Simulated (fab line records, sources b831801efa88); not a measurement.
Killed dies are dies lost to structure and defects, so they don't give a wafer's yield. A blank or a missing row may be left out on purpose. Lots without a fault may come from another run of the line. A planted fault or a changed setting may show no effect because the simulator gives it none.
fab line records | flow sky130
record lots=7 wafers=21 last_day=49
route steps=708 shown NWELL@65
lots that met no fault: from a run of the same line without faults
start_h: hours from the record's first day to the start of the lot's first wafer shown | wait_h: hours since the lot's step before | " the same as in the row above | L1.1+2: a row that stands for several wafers | - no value, or no start given | * or withheld: withheld | < > ~ a bound
route shown NAME@n: a module of which the file shows steps, and the number in the route of the first | usual: mean/standard deviation of fault-free wafers | same: alike in all rows | chamber/n: place in a boat | sites: the reading at each site | _std_site: their standard deviation | _edge_site: outer sites' mean less inner sites' | radius_mm: how far each site lies from the wafer's centre | mask NAME#n: copy n | behind: the tool/chamber that last shaped the wafer | hold: why the lot was held/for how many hours/how that ended | device: the transistor (n, p or np) that didn't switch | end of line: the same wafers' tests at the end of the route | a step without rows: its recipe alone | killed: dies lost to structure and defects at the first sort, not the wafer's yield | map: a wafer's dies, x killed, . not, _ none there
set.NAME: the setting as run; set.NAME@STEP: as run at that earlier step | model.NAME: the simulator's own value behind a step, which no gauge read
lots at some steps of the route; a table a step, a row a wafer
services: from which hour (start_h, from the record's first day; less than 0 if before it) a tool's chamber was out of use, for how many hours, and why
## steps
# step SKY_NWELL_IMPLANT_12
# recipe species=P energy_kev=120 dose_cm2=1.3e+12 tilt_deg=withheld
# step SKY_NWELL_IMPLANT_13
# recipe species=P energy_kev=50 dose_cm2=6.857e+11 tilt_deg=withheld
# step SKY_NWELL_STRIP_14
# recipe chemistry=O2/N2 power_w=1400 pressure_mtorr=1500 platen_temp_c=withheld o2_flow_sccm=3000 n2_flow_sccm=300 overash_fraction=0.5
# usual drypump_motor_current_A=5.7/0.42 oes_product_au=0.722/0.0047 strip_time_to_endpoint_s=36.96/0.1
# same overash_fraction=0.5
# columns lot.wafer tool chamber start_h wait_h drypump_motor_current_A oes_product_au rf_hours_counter_h strip_time_to_endpoint_s
L628.4 plasma_asher-02 0 121.92 0.1 5.7 0.728 - 37.15
L628.5 " 0 " " 5.7 0.718 - 37.06
L628.6 " 1 " " 5.1 0.720 - 37.17
L630.1 plasma_asher-01 0 127.99 0.1 5.2 0.721 45 37.11
L630.4 " 0 " " 5.2 0.712 - 37.02
L630.5 " 1 " " 5.7 0.719 - 37.09
L634.3 plasma_asher-02 0 150.51 0.1 5.7 0.717 - 36.81
L634.4 " 1 " " 5.1 0.717 - 36.78
L634.6 " 0 " " 5.7 0.729 - 36.94
L640.3 plasma_asher-04 1 181.00 0.1 6.3 0.726 - 36.94
L640.4 " 0 " " 5.9 0.725 - 37.05
L640.5 " 1 " " 6.3 0.730 - 37.06
L641.1 plasma_asher-01 1 187.89 0.1 5.7 0.717 51 36.99
L641.4 " 1 " " 5.7 0.727 - 36.99
L641.6 " 0 " " 5.2 0.715 - 36.97
L642.3 plasma_asher-01 0 193.05 0.1 5.2 0.713 - 37.08
L642.5 " 0 " " 5.2 0.719 - 37.00
L642.6 " 1 " " 5.7 0.717 - 36.96
L643.1 plasma_asher-02 0 199.62 0.1 5.7 0.721 37 36.70
L643.3 " 1 " " 5.1 0.722 - 36.68
L643.4 " 0 " " 5.7 0.720 - 36.70
# step SKY_NWELL_TW_MEAS_15
# usual NWELL_TW=1826/14
# columns lot.wafer tool chamber start_h wait_h NWELL_TW
L628.4 film_metro-02 - 122.02 0.1 1842
L628.5 " - " " 1841
L628.6 " - " " 1839
L630.1 film_metro-02 - 128.09 0.1 1831
L630.4 " - " " 1833
L630.5 " - " " 1839
L634.3 film_metro-04 - 150.60 0.1 1838
L634.4 " - " " 1844
L634.6 " - " " 1839
L640.3 film_metro-01 - 181.09 0.1 1794
L640.4 " - " " 1800
L640.5 " - " " 1803
L641.1 film_metro-01 - 187.99 0.1 1802
L641.4 " - " " 1817
L641.6 " - " " 1803
L642.3 film_metro-04 - 193.14 0.1 1821
L642.5 " - " " 1827
L642.6 " - " " 1828
L643.1 film_metro-02 - 199.72 0.1 1827
L643.3 " - " " 1836
L643.4 " - " " 1835
# step SKY_NWELL_DEHYDRATE_16
# recipe temp_c=200 time_s=60
# step SKY_NWELL_HMDS_17
# recipe prime_time_s=60 prime_temp_c=120
# step SKY_NWELL_COAT_18
# recipe spin_rpm=2000 resist_thk_nm=3000
# step SKY_NWELL_SOFTBAKE_19
# recipe temp_c=110 time_s=withheld
# step SKY_NWELL_EXPOSE_20
# recipe mask_id=NWM_COMPLEMENT na=0.6 source_shape=conventional sigma_outer=0.6 polarization=unpolarized target_cd_nm=840 dose_mj=260
# step SKY_NWELL_PEB_21
# recipe temp_c=115 time_s=withheld
# step SKY_NWELL_DEVELOP_22
# recipe wall_angle_deg=90 developer=TMAH develop_time_s=60 dev_temp_c=23
# step SKY_NWELL_OVL_MEAS_23
# usual NWELL_01_OVL=-0.6/1.2
# columns lot.wafer tool chamber start_h wait_h NWELL_01_OVL[nm]
L628.4 overlay-01 - 141.25 - -1.5
L628.5 " - " " 0.6
L628.6 " - " " 0.2
L630.1 overlay-01 - 147.75 - -0.9
L630.4 " - " " -0.9
L630.5 " - " " 0.3
L634.3 overlay-01 - 170.90 - 1.2
L634.4 " - " " 0.2
L634.6 " - " " -0.2
L640.3 overlay-01 - 202.65 - -0.7
L640.4 " - " " -0.5
L640.5 " - " " 0.1
L641.1 overlay-01 - 209.04 - 1.5
L641.4 " - " " 0.7
L641.6 " - " " -0.4
L642.3 overlay-01 - 215.00 - 0.6
L642.5 " - " " -0.8
L642.6 " - " " -1.1
L643.1 overlay-01 - 219.89 - -0.5
L643.3 " - " " 0.8
L643.4 " - " " 0.1
# step SKY_NWELL_IMPLANT_24
# recipe species=B energy_kev=141 dose_cm2=9.2e+12 tilt_deg=withheld
# usual dose_ions_cm2=9.198e+12/9e+09 faraday_current_uA=51.9/1.1
# columns lot.wafer tool chamber start_h wait_h dose_ions_cm2 faraday_current_uA
L628.4 implanter-02 0 141.35 0.1 9.198e+12 51.8
L628.5 " 0 " " 9.201e+12 51.6
L628.6 " 0 " " 9.185e+12 49.7
L630.1 implanter-04 0 147.79 0.0 9.192e+12 53.3
L630.4 " 0 " " 9.195e+12 53.1
L630.5 " 0 " " 9.207e+12 52.5
L634.3 implanter-02 0 170.97 0.1 9.181e+12 52.2
L634.4 " 0 " " 9.195e+12 51.1
L634.6 " 0 " " 9.201e+12 51.8
L640.3 implanter-04 0 202.72 0.1 4.6954e+13 251.9
L640.4 " 0 " " 4.6954e+13 256.4
L640.5 " 0 " " 4.6937e+13 270.0
L641.1 implanter-04 0 209.08 0.0 4.6971e+13 264.2
L641.4 " 0 " " 4.6964e+13 263.8
L641.6 " 0 " " 4.6959e+13 270.3
L642.3 implanter-02 0 215.07 0.1 9.198e+12 51.9
L642.5 " 0 " " 9.186e+12 49.3
L642.6 " 0 " " 9.208e+12 50.1
L643.1 implanter-04 0 219.93 0.0 4.6963e+13 266.6
L643.3 " 0 " " 4.6967e+13 260.6
L643.4 " 0 " " 4.6962e+13 257.8
# step SKY_NWELL_STRIP_25
# recipe chemistry=O2/N2 power_w=1400 pressure_mtorr=1500 platen_temp_c=withheld o2_flow_sccm=3000 n2_flow_sccm=300 overash_fraction=0.5
# usual drypump_motor_current_A=5.6/0.42 oes_product_au=0.723/0.0041 strip_time_to_endpoint_s=36.99/0.13
# same overash_fraction=0.5
# columns lot.wafer tool chamber start_h wait_h drypump_motor_current_A oes_product_au rf_hours_counter_h strip_time_to_endpoint_s
L628.4 plasma_asher-02 1 141.45 0.1 5.1 0.721 - 36.92
L628.5 " 0 " " 5.7 0.716 - 37.15
L628.6 " 1 " " 5.1 0.724 - 37.08
L630.1 plasma_asher-01 0 147.94 0.1 5.2 0.724 47 37.03
L630.4 " 0 " " 5.2 0.722 - 36.82
L630.5 " 1 " " 5.7 0.719 - 37.02
L634.3 plasma_asher-02 1 171.10 0.1 5.1 0.727 - 36.96
L634.4 " 0 " " 5.7 0.725 - 36.89
L634.6 " 1 " " 5.0 0.722 - 36.82
L640.3 plasma_asher-02 1 202.85 0.1 5.1 0.721 - 36.74
L640.4 " 0 " " 5.7 0.724 - 36.66
L640.5 " 1 " " 5.1 0.723 - 36.67
L641.1 plasma_asher-02 1 209.23 0.1 5.1 0.713 38 37.11
L641.4 " 0 " " 5.7 0.720 - 37.22
L641.6 " 1 " " 5.1 0.729 - 37.19
L642.3 plasma_asher-01 1 215.20 0.1 5.7 0.717 - 36.95
L642.5 " 0 " " 5.2 0.727 - 36.88
L642.6 " 1 " " 5.7 0.724 - 36.85
L643.1 plasma_asher-02 1 220.08 0.1 5.1 0.724 39 36.91
L643.3 " 1 " " 5.1 0.722 - 37.00
L643.4 " 0 " " 5.7 0.726 - 36.97
# step SKY_NWELL_TW_MEAS_26
# usual NWELL_2_TW=495/5.3
# columns lot.wafer tool chamber start_h wait_h hold NWELL_2_TW
L628.4 film_metro-02 - 141.55 0.1 - 502
L628.5 " - " " - 501
L628.6 " - " " - 503
L630.1 film_metro-04 - 148.04 0.1 - 502
L630.4 " - " " - 500
L630.5 " - " " - 499
L634.3 film_metro-02 - 171.19 0.1 - 497
L634.4 " - " " - 500
L634.6 " - " " - 497
L640.3 film_metro-04 - 202.94 0.1 await_dispo/0.2h/release 830
L640.4 " - " " await_dispo/0.2h/release 834
L640.5 " - " " await_dispo/0.2h/release 831
L640.3 film_metro-04 - 203.17 0.2 - 830
L640.4 " - " " - 828
L640.5 " - " " - 837
L641.1 film_metro-02 - 209.33 0.1 await_dispo/0.2h/release 833
L641.4 " - " " await_dispo/0.2h/release 837
L641.6 " - " " await_dispo/0.2h/release 831
L641.1 film_metro-02 - 209.66 0.3 - 834
L641.4 " - " " - 833
L641.6 " - " " - 838
L642.3 film_metro-01 - 215.29 0.1 - 488
L642.5 " - " " - 490
L642.6 " - " " - 488
L643.1 film_metro-01 - 220.18 0.1 await_dispo/0.2h/release 824
L643.3 " - " " await_dispo/0.2h/release 825
L643.4 " - " " await_dispo/0.2h/release 825
L643.1 film_metro-01 - 220.41 0.2 - 823
L643.3 " - " " - 824
L643.4 " - " " - 822
## services
# columns tool chamber start_h hours kind
plasma_asher-04 - 108.75 9.0 pm
plasma_asher-04 0 108.75 9.0 vent_cycle
plasma_asher-04 1 108.75 9.0 vent_cycle
plasma_asher-04 0 117.75 - clean
plasma_asher-04 1 117.75 - clean
implanter-02 - 203.87 9.2 repair
## key
first_sign step=SKY_NWELL_IMPLANT_24 reading=dose_ions_cm2 direction=up sigmas=99+ usual=* struck=*
effect step=SKY_NWELL_IMPLANT_24 reading=faraday_current_uA direction=up sigmas=99+ usual=51.9 struck=262.4
effect step=SKY_NWELL_TW_MEAS_26 reading=visit direction=added
effect step=SKY_NWELL_TW_MEAS_26 reading=NWELL_2_TW direction=up sigmas=63 usual=495 struck=830
met_at SKY_NWELL_IMPLANT_24
struck_wafers L640.3,L640.4,L640.5,L641.1,L641.4,L641.6,L643.1,L643.3,L643.4
scrapped_behind SKY_NWELL_TW_MEAS_26 L640.3,L640.4,L640.5,L641.1,L641.4,L641.6,L643.1,L643.3,L643.4
onset_between 147.79 202.72
fault kind=process_parameter_drift tool=implanter-04 chamber=- onset_h=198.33 steps=SKY_NWELL_IMPLANT_24 channel=dose_cm2 offset=* shape=step end_h=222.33 acts_in=* stated=*
